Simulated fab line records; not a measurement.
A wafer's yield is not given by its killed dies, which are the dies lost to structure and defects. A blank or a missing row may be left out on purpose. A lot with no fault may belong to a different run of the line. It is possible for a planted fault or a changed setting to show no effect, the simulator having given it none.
Comparing a struck lot with a sound one -- flow sky130 -- 16 steps out of a route of 708
Sound: these wafers, L589.1, L589.5, L589.6. Struck: wafer L602.4; the same lot's L602.2 was not struck, so it is left out; see the end for the cause.
At each step with rows: each side's tool, then ch and its chambers, then its first start. Under that, the readings that differ: sound wafers -- struck wafers -- difference of the means -- sigmas: that difference in standard deviations of wafers without a fault.
alike: readings with means less than 2 such deviations apart, plus words and numbers identical on both sides. not compared: withheld readings, readings lacking a value on some wafer, bounds such as >300 that could conceal the same value, and numbers that have no deviation in the record and whose values overlap.
A row with sigmas, a row that says differs or no value, or rows on one side alone: a step with any of these is where the two part. Numbers that have no deviation but don't overlap get no sigmas and don't part them. A reading that every wafer of one side lacks parts them only if that side has two wafers or more.

first, 2 steps without rows for these wafers: SKY_PWDE_PEB_05; SKY_PWDE_DEVELOP_06 (develop time 60 s).
SKY_PWDE_OVL_MEAS_07:
  sound: overlay-02 at day 5 03:32; struck: overlay-02 at day 8 04:24
  alike: PWDE_OVL
next, for these wafers, 1 step has no rows: SKY_PWDE_IMPLANT_08.
SKY_PWDE_STRIP_09: strips in O2/N2.
  sound on plasma-asher-02 ch 0,1, day 5 03:43; struck on plasma-asher-02 ch 1, day 8 04:35
  alike: drypump-motor-current-A, oes-product-au, strip-time-to-endpoint-s
  not compared: rf-hours-counter-h
SKY_PWDE_TW_MEAS_10:
  sound: film-metro-01 at day 5 03:49; struck: film-metro-02 at day 8 04:41
  alike: PWDE_TW
then, 6 steps without rows for these wafers: SKY_NWELL_DEHYDRATE_03 (time 60 s); SKY_NWELL_HMDS_04 (prime time 60 s); SKY_NWELL_COAT_05 (resist thk 3000 nm); SKY_NWELL_SOFTBAKE_06; SKY_NWELL_EXPOSE_07 (exposes mask NWM, target cd 840 nm); SKY_NWELL_PEB_08.
SKY_NWELL_DEVELOP_09: develop time 60 s.
  sound on litho-track-04 ch 0, day 5 22:00; struck on litho-track-01 ch 0, day 9 01:00
SKY_NWELL_OVL_MEAS_10:
  sound: overlay-01 at day 5 22:47; struck: overlay-02 at day 9 01:21
  not compared: NWELL_00_OVL
next, for these wafers, 1 step has no rows: SKY_NWELL_IMPLANT_11.
-- the record jumps here: 41 days lie between the struck wafers' starts before and after (it left off in module NWELL and takes up again in module PAD_OPEN, whose first step shown is number 708 of the route) --
SKY_PAD_OPEN_PROBE_99:
  sound: prober-01 at day 47 10:31; struck: prober-02 at day 50 06:08
reading,sound,struck,difference,sigmas
killed-at-front-end,16 20 16,422,+405,+86
killed-dies,82 85 96,492,+404,+41
killed-on-rim,20 20 20,96,+76,+21
  alike: killed_at_M0_to_M3, killed_at_M4_up, killed-at-contacts, killed-at-other, killed-open, killed-short

== WHERE THEY PART ==
Only at SKY_PAD_OPEN_PROBE_99, as far as this record shows.

WHY: what the simulator had put in
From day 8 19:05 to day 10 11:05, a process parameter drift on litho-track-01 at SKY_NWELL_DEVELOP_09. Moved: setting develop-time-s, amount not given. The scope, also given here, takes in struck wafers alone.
